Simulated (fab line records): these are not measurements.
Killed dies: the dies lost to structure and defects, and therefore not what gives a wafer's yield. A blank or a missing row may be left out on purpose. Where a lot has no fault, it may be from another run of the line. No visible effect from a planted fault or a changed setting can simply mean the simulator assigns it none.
Matching of chambers :: flow sfq_line :: SFQ_TRILAYER_L0_VIA_ETCH_VIA_ETCH_016 on rie_diel-04 has 4 sister chambers
The step etches SiO2 in CHF3, stops on MoNx KI, target depth 80 nm. 14 wafers are shown with their chamber, then 7 later ones without.

== WAFERS PAIRED WITH THEIR CHAMBERS ==
wafer: L961.2
chamber: 2
oes_product_au (a.u.): 0.830

wafer: L961.3
chamber: 0
oes_product_au (a.u.): 0.827

wafer: L961.6
chamber: 2
oes_product_au (a.u.): 0.838

wafer: L962.2
chamber: 0
oes_product_au (a.u.): 0.850

wafer: L962.4
chamber: 2
oes_product_au (a.u.): 0.845

wafer: L962.6
chamber: 3
oes_product_au (a.u.): 0.858

wafer: L966.1
chamber: 2
oes_product_au (a.u.): 0.835

wafer: L966.2
chamber: 3
oes_product_au (a.u.): 0.849

wafer: L966.4
chamber: 1
oes_product_au (a.u.): 0.846

wafer: L969.3
chamber: 1
oes_product_au (a.u.): 0.846

wafer: L969.4
chamber: 2
oes_product_au (a.u.): 0.853

wafer: L969.6
chamber: 2
oes_product_au (a.u.): 0.854

wafer: L971.1
chamber: 2
oes_product_au (a.u.): 0.837

wafer: L971.5
chamber: 3
oes_product_au (a.u.): 0.858

SIGNATURES (means of the wafers above)
reading: oes_product_au
chamber 0: 0.83850
chamber 1: 0.84600
chamber 2: 0.84171
chamber 3: 0.85500
scatter within a chamber: 0.00909
Rule: for each reading, subtract the chamber's mean from the wafer's reading, divide by that reading's scatter and square the result; add these up over the readings and take the root, which gives the wafer's distance from the chamber. The wafer belongs to the nearest chamber; if the next one is less than 2 further off, it can't be placed. The scatter is the square root of a quotient: the sum, over the shown wafers, of each reading's squared deviation from its chamber's mean, divided by wafers minus chambers.

== WAFERS MISSING THEIR CHAMBER ==
wafer: L971.6
oes_product_au (a.u.): 0.847

wafer: L973.2
oes_product_au (a.u.): 0.857

wafer: L973.3
oes_product_au (a.u.): 0.851

wafer: L973.4
oes_product_au (a.u.): 0.855

wafer: L979.2
oes_product_au (a.u.): 0.844

wafer: L979.3
oes_product_au (a.u.): 0.829

wafer: L979.4
oes_product_au (a.u.): 0.840

== WHICH CHAMBER EACH ONE RAN IN ==
wafer: L971.6
from the rows above: can't be placed: 1 or 2 or 3 or 0
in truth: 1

wafer: L973.2
from the rows above: can't be placed: 3 or 1 or 2 or 0
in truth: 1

wafer: L973.3
from the rows above: can't be placed: 3 or 1 or 2 or 0
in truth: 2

wafer: L973.4
from the rows above: can't be placed: 3 or 1 or 2 or 0
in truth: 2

wafer: L979.2
from the rows above: can't be placed: 1 or 2 or 0 or 3
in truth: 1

wafer: L979.3
from the rows above: can't be placed: 0 or 2 or 1 or 3
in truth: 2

wafer: L979.4
from the rows above: can't be placed: 0 or 2 or 1 or 3
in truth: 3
Correct placement for 0 of the 7. Unplaceable from these rows: 7, with the true chamber sitting among the candidates in 7. Wrongly placed: 0.
